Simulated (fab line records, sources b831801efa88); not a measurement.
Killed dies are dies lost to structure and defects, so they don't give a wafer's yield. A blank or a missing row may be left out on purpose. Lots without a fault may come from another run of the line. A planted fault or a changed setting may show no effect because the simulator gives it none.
One fault seen from 2 desks | flow sky130 | each desk has only its own numbers; what lay behind them comes last

THE TOOL OWNER'S DESK: pvd_sputter-02
The tool's own readings at SKY_CAPM_SPUTTER_02 (material TiN, target thk 200 nm, time 166.7 s): means of the sampled wafers that have a number, for each lot that ran on this tool. A lot is out of limits, marked OUT, if its mean lies more than 4 standard deviations from the usual mean; the brackets give that distance.
Columns: A = throttle_valve_pct at SKY_CAPM_SPUTTER_02, usual 30.2 %
lot  | first seen here | A
L199 | day 37 20:55    | 29.7
L200 | day 38 09:59    | 29.6
L206 | day 40 00:31    | 29.5
L208 | day 40 20:52    | 30.2
L210 | day 41 13:47    | 29.2
L219 | day 43 16:43    | 29.9
L221 | day 44 00:47    | 29.0
This desk's finding: nothing out of limits on any of the 7 lots.

THE METROLOGY DESK
What the gauges read, lot by lot, whatever tool the lot ran on: means of the sampled wafers that have a number. A lot is out of limits, marked OUT, if its mean lies more than 4 standard deviations from the usual mean; the brackets give that distance.
Columns: A = VIA2_W_RS at SKY_VIA2_RS_MEAS_22, usual 0.274 ohm/sq; B = CAPM_TIN_RS at SKY_CAPM_RS_MEAS_03, usual 6.88 ohm/sq; C = CAPM_TIN_THK at SKY_CAPM_THK_MEAS_04, usual 201 nm
lot  | first seen here | A     | B                       | C
L199 | day 37 20:12    | 0.276 | 6.91                    | 199
L200 | day 38 09:17    | 0.274 | 6.87                    | 201
L206 | day 39 23:48    | 0.276 | 12.39 (+56) OUT         | 156 (-14) OUT
L208 | day 40 20:09    | 0.271 | 23.06 (+99 or more) OUT | 64 (-44) OUT
L210 | day 41 13:05    | 0.271 | 14.51 (+78) OUT         | 134 (-22) OUT
L213 | day 42 13:37    | 0.270 | 6.93                    | 198
L215 | day 42 22:11    | 0.273 | 7.12                    | 195
L219 | day 43 16:00    | 0.272 | 6.96                    | 200
L220 | day 43 21:13    | 0.272 | 7.09                    | 196
L221 | day 44 00:04    | 0.274 | 6.92                    | 200
This desk's finding: out of limits on L206, L208, L210; first on L206, day 40 00:37 (CAPM_TIN_RS at SKY_CAPM_RS_MEAS_03). In limits: L199, L200, L213, L215, L219, L220, L221.

PUT TOGETHER
The metrology desk could have raised an alarm at day 40 00:37, on L206, L208, L210.
The tool owner's desk saw nothing out of limits.
The tool owner's desk has L206, L208, L210 on record, within its limits.
Of the lots named, all ran SKY_CAPM_SPUTTER_02 on pvd_sputter-02.

WHAT THE SIMULATOR HAD PUT IN
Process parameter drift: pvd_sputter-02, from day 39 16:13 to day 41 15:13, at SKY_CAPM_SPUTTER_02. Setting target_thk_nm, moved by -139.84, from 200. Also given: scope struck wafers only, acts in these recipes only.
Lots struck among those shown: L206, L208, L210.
Hours from the fault's start to each desk's first reading out of limits: the metrology desk, 8.
